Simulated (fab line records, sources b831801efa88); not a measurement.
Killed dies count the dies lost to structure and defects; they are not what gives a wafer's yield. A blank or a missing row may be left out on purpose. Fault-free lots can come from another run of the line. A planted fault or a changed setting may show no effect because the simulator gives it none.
What tool caused it? + flow sky130 + Sampling: 24 lots, 72 wafers, 5 of 708 route steps

WHAT THE GAUGES SHOWED, per wafer
SKY_PWDE_OVL_MEAS_07. Usual: PWDE_OVL -0.8 nm, standard deviation 1.2.
| lot  | measured    | on         | PWDE_OVL (nm)  | flag |
|------|-------------|------------|----------------|------|
| L074 | day 3 21:16 | overlay-01 | -3.0 -3.1 -0.4 |      |
| L075 | day 4 03:13 | overlay-02 | -3.4 -0.1 -1.1 |      |
| L076 | day 4 07:07 | overlay-02 | -1.9 -1.7 -2.0 |      |
| L077 | day 4 11:25 | overlay-02 | -1.1 -2.1 -1.2 |      |
| L078 | day 4 18:49 | overlay-02 | -1.7 -2.3 -1.9 |      |
| L079 | day 4 22:02 | overlay-01 | 0.0 1.3 -0.3   |      |
| L080 | day 5 08:31 | overlay-02 | 0.8 -1.8 -1.5  |      |
| L081 | day 5 18:20 | overlay-02 | -0.5 -0.9 1.5  |      |
| L082 | day 5 21:04 | overlay-02 | -1.5 -0.2 -0.3 |      |
| L083 | day 6 00:49 | overlay-01 | -2.1 -0.7 0.2  |      |
| L084 | day 6 09:16 | overlay-02 | -0.4 -1.0 0.0  |      |
| L085 | day 6 09:37 | overlay-01 | -2.2 -0.3 -1.5 |      |
| L086 | day 6 20:43 | overlay-02 | -0.3 -1.9 -1.3 |      |
| L087 | day 6 21:43 | overlay-01 | 1.3 0.1 -0.3   |      |
| L088 | day 7 02:31 | overlay-02 | -2.6 -3.3 -1.6 |      |
| L089 | day 7 09:58 | overlay-02 | -1.1 -1.6 -2.0 |      |
| L090 | day 7 10:31 | overlay-01 | -1.4 -0.2 -0.9 |      |
| L091 | day 7 16:34 | overlay-01 | 0.9 0.9 -0.3   |      |
| L092 | day 7 22:38 | overlay-01 | -2.4 -2.5 -1.9 |      |
| L093 | day 8 08:40 | overlay-01 | -1.7 1.0 -0.7  |      |
| L094 | day 9 00:07 | overlay-01 | -1.6 -1.1 -0.3 |      |
| L095 | day 9 05:13 | overlay-01 | 0.1 -0.1 2.2   |      |
| L096 | day 9 04:58 | overlay-01 | -1.3 0.0 0.1   |      |
| L097 | day 9 12:32 | overlay-01 | -0.1 0.0 0.0   |      |

SKY_SONOS_TUNNEL_OVL_MEAS_08. Usual: SONOS_TUNNEL_OVL 0.1 nm, standard deviation 1.4.
| lot  | measured     | on         | SONOS_TUNNEL_OVL (nm) | flag |
|------|--------------|------------|-----------------------|------|
| L074 | day 11 04:05 | overlay-01 | 0.3 0.0 2.2           |      |
| L075 | day 11 12:08 | overlay-02 | 1.1 1.2 1.6           |      |
| L076 | day 11 20:20 | overlay-02 | -0.7 -0.3 -0.8        |      |
| L077 | day 12 00:41 | overlay-01 | 2.7 1.1 0.3           |      |
| L078 | day 12 12:17 | overlay-02 | 1.0 0.2 1.7           |      |
| L079 | day 12 16:09 | overlay-02 | 1.2 0.8 1.6           |      |
| L080 | day 13 10:20 | overlay-01 | 0.1 1.3 0.3           |      |
| L081 | day 13 22:34 | overlay-02 | -0.9 -1.5 -2.0        |      |
| L082 | day 14 04:17 | overlay-02 | -1.2 1.9 1.9          |      |
| L083 | day 14 08:32 | overlay-01 | -0.3 -0.8 0.8         |      |
| L084 | day 14 19:53 | overlay-01 | 1.1 0.1 0.0           |      |
| L085 | day 14 22:02 | overlay-01 | -3.0 -3.0 -2.1        |      |
| L086 | day 15 12:47 | overlay-02 | 2.7 2.2 -0.1          |      |
| L087 | day 15 13:05 | overlay-01 | -0.1 1.4 -0.1         |      |
| L088 | day 15 22:47 | overlay-01 | 1.3 0.5 0.4           |      |
| L089 | day 16 10:39 | overlay-02 | 0.9 1.9 2.0           |      |
| L090 | day 16 11:38 | overlay-02 | -0.2 -1.5 -0.9        |      |
| L091 | day 16 21:20 | overlay-02 | -2.0 0.0 -1.0         |      |
| L092 | day 17 05:15 | overlay-02 | 0.7 2.2 1.7           |      |
| L093 | day 17 21:20 | overlay-01 | -2.8 -0.9 1.2         |      |
| L094 | day 18 19:20 | overlay-01 | -2.6 -0.6 0.2         |      |
| L095 | day 19 02:17 | overlay-02 | 0.6 0.3 1.9           |      |
| L096 | day 19 01:20 | overlay-02 | -1.7 -3.0 -2.9        |      |
| L097 | day 19 14:30 | overlay-01 | 1.7 -0.5 -0.2         |      |

SKY_POLY_GATE_THK_MEAS_01. Usual: POLY_GATE_CVD_00_THK 180.0 nm, standard deviation 1.8.
| lot  | measured     | on           | POLY_GATE_CVD_00_THK (nm) | flag |
|------|--------------|--------------|---------------------------|------|
| L074 | day 13 18:27 | filmMetro-03 | 179.1 178.6 179.2         |      |
| L075 | day 14 05:24 | filmMetro-03 | 181.1 181.0 179.5         |      |
| L076 | day 14 14:14 | filmMetro-03 | 178.6 180.0 179.5         |      |
| L077 | day 14 20:02 | filmMetro-04 | 182.1 181.4 182.2         |      |
| L078 | day 15 06:55 | filmMetro-04 | 178.3 179.4 178.5         |      |
| L079 | day 15 11:44 | filmMetro-04 | 182.5 181.4 181.9         |      |
| L080 | day 16 05:11 | filmMetro-03 | 175.7 176.7 177.6         |      |
| L081 | day 16 17:43 | filmMetro-03 | 179.2 179.7 180.0         |      |
| L082 | day 17 00:22 | filmMetro-02 | 180.7 181.5 180.6         |      |
| L083 | day 17 05:22 | filmMetro-03 | 179.3 179.4 181.4         |      |
| L084 | day 17 17:29 | filmMetro-02 | 179.5 178.8 180.2         |      |
| L085 | day 17 20:11 | filmMetro-03 | 181.4 182.9 181.4         |      |
| L086 | day 18 09:51 | filmMetro-02 | 179.7 178.9 179.0         |      |
| L087 | day 18 11:23 | filmMetro-04 | 177.2 175.0 177.0         |      |
| L088 | day 18 23:58 | filmMetro-04 | 179.7 181.6 179.5         |      |
| L089 | day 19 13:15 | filmMetro-04 | 180.4 182.0 180.7         |      |
| L090 | day 19 12:02 | filmMetro-04 | 179.0 178.9 179.3         |      |
| L091 | day 19 22:05 | filmMetro-02 | 177.2 178.6 178.3         |      |
| L092 | day 20 05:34 | filmMetro-03 | 183.3 183.8 183.3         |      |
| L093 | day 21 00:18 | filmMetro-02 | 180.1 181.6 180.4         |      |
| L094 | day 21 19:30 | filmMetro-03 | 180.7 179.7 179.7         |      |
| L095 | day 22 05:20 | filmMetro-04 | 182.6 184.3 184.0         |      |
| L096 | day 22 06:32 | filmMetro-04 | 178.8 178.4 179.8         |      |
| L097 | day 22 14:16 | filmMetro-04 | 179.3 180.0 181.5         |      |

SKY_LDD_P_CD_MEAS_07: target cd 380 nm. Usual: cdNm reads 379.4 nm (standard deviation 2.4).
| lot  | measured     | on       | cdNm (nm)         | flag |
|------|--------------|----------|-------------------|------|
| L074 | day 18 18:25 | cdSem-01 | 375.1 376.8 377.3 |      |
| L075 | day 19 04:08 | cdSem-01 | 383.4 381.9 380.0 |      |
| L076 | day 19 19:07 | cdSem-01 | 378.0 378.5 380.3 |      |
| L077 | day 20 03:01 | cdSem-02 | 383.8 383.8 384.6 |      |
| L078 | day 20 09:50 | cdSem-02 | 380.4 380.7 379.5 |      |
| L079 | day 20 18:59 | cdSem-01 | 379.7 378.4 378.4 |      |
| L080 | day 21 11:50 | cdSem-01 | 378.9 379.4 378.3 |      |
| L081 | day 22 03:58 | cdSem-01 | 376.5 376.4 378.0 |      |
| L082 | day 22 08:50 | cdSem-02 | 375.4 378.8 376.3 |      |
| L083 | day 22 14:28 | cdSem-02 | 380.9 378.5 379.0 |      |
| L084 | day 23 03:16 | cdSem-02 | 380.3 382.0 381.6 |      |
| L085 | day 23 08:52 | cdSem-02 | 380.7 381.8 379.8 |      |
| L086 | day 23 19:58 | cdSem-01 | 377.0 375.5 375.8 |      |
| L087 | day 23 22:37 | cdSem-01 | 380.3 378.1 380.4 |      |
| L088 | day 24 09:44 | cdSem-01 | 377.3 375.2 378.5 |      |
| L089 | day 25 00:31 | cdSem-01 | 381.1 380.6 379.9 |      |
| L090 | day 25 01:17 | cdSem-01 | 380.5 382.8 380.8 |      |
| L091 | day 25 08:25 | cdSem-02 | 381.4 381.6 381.0 |      |
| L092 | day 25 14:24 | cdSem-01 | 377.9 375.7 381.8 |      |
| L093 | day 26 06:08 | cdSem-01 | 381.5 384.6 382.6 |      |
| L094 | day 27 00:38 | cdSem-02 | 377.4 376.8 376.4 |      |
| L095 | day 27 11:13 | cdSem-02 | 379.8 378.2 381.0 |      |
| L096 | day 27 13:01 | cdSem-01 | 380.3 379.2 379.3 |      |
| L097 | day 27 21:40 | cdSem-02 | 381.6 379.1 379.4 |      |

TOOL THAT RAN EACH LOT (tool first, then ch and the chambers of the sampled wafers, then the start)
| lot  | SKY_FIELD_ISO_STRIP_16             |
|------|------------------------------------|
| L074 | plasmaAsher-04 ch 1, day 2 07:11   |
| L075 | plasmaAsher-04 ch 0,1, day 2 10:26 |
| L076 | plasmaAsher-04 ch 0,1, day 2 15:14 |
| L077 | plasmaAsher-03 ch 0,1, day 2 21:17 |
| L078 | plasmaAsher-03 ch 0,1, day 3 02:17 |
| L079 | plasmaAsher-02 ch 0,1, day 3 06:17 |
| L080 | plasmaAsher-04 ch 1, day 3 12:47   |
| L081 | plasmaAsher-03 ch 0,1, day 3 16:58 |
| L082 | plasmaAsher-02 ch 0,1, day 3 21:44 |
| L083 | plasmaAsher-04 ch 0,1, day 4 03:05 |
| L084 | plasmaAsher-04 ch 0,1, day 4 10:29 |
| L085 | plasmaAsher-02 ch 0,1, day 4 15:20 |
| L086 | plasmaAsher-02 ch 0, day 4 18:29   |
| L087 | plasmaAsher-02 ch 0,1, day 4 23:38 |
| L088 | plasmaAsher-03 ch 0,1, day 5 07:44 |
| L089 | plasmaAsher-04 ch 0,1, day 5 11:29 |
| L090 | plasmaAsher-02 ch 0,1, day 5 15:32 |
| L091 | plasmaAsher-04 ch 0, day 5 21:20   |
| L092 | plasmaAsher-03 ch 0,1, day 6 03:04 |
| L093 | plasmaAsher-03 ch 0,1, day 6 07:23 |
| L094 | plasmaAsher-04 ch 0,1, day 6 13:05 |
| L095 | plasmaAsher-04 ch 0,1, day 6 17:56 |
| L096 | plasmaAsher-03 ch 0,1, day 6 23:50 |
| L097 | plasmaAsher-02 ch 0,1, day 7 03:37 |
- SKY_FIELD_ISO_STRIP_16: strips in O2/N2.

WHAT THE TOOLS THEMSELVES READ (means of the sampled wafers that have a number; where no wafer has one, the mark that the record gives instead)
SKY_FIELD_ISO_STRIP_16. Usual: drypumpMotorCurrentA 5.18 A, standard deviation 0.17; n2FlowSccm 299.9 sccm, standard deviation 0.79; oesProductAu 0.378 a.u., standard deviation 0.0051; stripTimeToEndpointS 3.55 s, standard deviation 0.032.
| lot  | tool           | drypumpMotorCurrentA (A) | n2FlowSccm (sccm) | oesProductAu (a.u.) | stripTimeToEndpointS (s) | flag |
|------|----------------|--------------------------|-------------------|---------------------|--------------------------|------|
| L074 | plasmaAsher-04 | 5.18                     | 299.1             | 0.379               | 3.54                     |      |
| L075 | plasmaAsher-04 | 5.01                     | 299.7             | 0.379               | 3.59                     |      |
| L076 | plasmaAsher-04 | 5.02                     | 299.4             | 0.376               | 3.56                     |      |
| L077 | plasmaAsher-03 | 5.31                     | 300.5             | 0.375               | 3.56                     |      |
| L078 | plasmaAsher-03 | 5.33                     | 300.9             | 0.381               | 3.52                     |      |
| L079 | plasmaAsher-02 | 5.28                     | 300.1             | 0.379               | 3.54                     |      |
| L080 | plasmaAsher-04 | 5.18                     | 300.5             | 0.373               | 3.55                     |      |
| L081 | plasmaAsher-03 | 5.26                     | 300.4             | 0.377               | 3.57                     |      |
| L082 | plasmaAsher-02 | 5.18                     | 299.9             | 0.382               | 3.55                     |      |
| L083 | plasmaAsher-04 | 5.10                     | 299.9             | 0.382               | 3.55                     |      |
| L084 | plasmaAsher-04 | 5.11                     | 299.7             | 0.380               | 3.57                     |      |
| L085 | plasmaAsher-02 | 5.29                     | 300.0             | 0.384               | 3.54                     |      |
| L086 | plasmaAsher-02 | 5.07                     | 299.7             | 0.381               | 3.55                     |      |
| L087 | plasmaAsher-02 | 5.19                     | 300.3             | 0.375               | 3.58                     |      |
| L088 | plasmaAsher-03 | 5.31                     | 299.9             | 0.378               | 3.54                     |      |
| L089 | plasmaAsher-04 | 5.10                     | 299.9             | 0.377               | 3.53                     |      |
| L090 | plasmaAsher-02 | 5.31                     | 299.7             | 0.380               | 3.54                     |      |
| L091 | plasmaAsher-04 | 4.92                     | 299.3             | 0.373               | 3.54                     |      |
| L092 | plasmaAsher-03 | 5.25                     | 299.7             | 0.375               | 3.52                     |      |
| L093 | plasmaAsher-03 | 5.34                     | 299.9             | 0.376               | 3.54                     |      |
| L094 | plasmaAsher-04 | 5.10                     | 300.2             | 0.379               | 3.54                     |      |
| L095 | plasmaAsher-04 | 5.11                     | 299.9             | 0.378               | 3.53                     |      |
| L096 | plasmaAsher-03 | 5.26                     | 299.3             | 0.375               | 3.52                     |      |
| L097 | plasmaAsher-02 | 5.21                     | 299.7             | 0.378               | 3.57                     |      |

THE ANSWER, worked out from the rows above alone
Rule: lot off if the mean of its wafers having a number is beyond 3 standard deviations from the usual mean. Also off: a lot with no number at a reading for which 4 or more lots have one. All remaining lots with rows at the step are treated as sound. Order of review: gauges by route order, followed by the tools' own readings, for which a lot's mean as printed above is used. At the first step where some lot is off, the reading lying furthest off is the one used; lots without a number count as furthest.
None of the lots is off at any reading shown; this tells nothing.

WHAT THE SIMULATOR PUT IN
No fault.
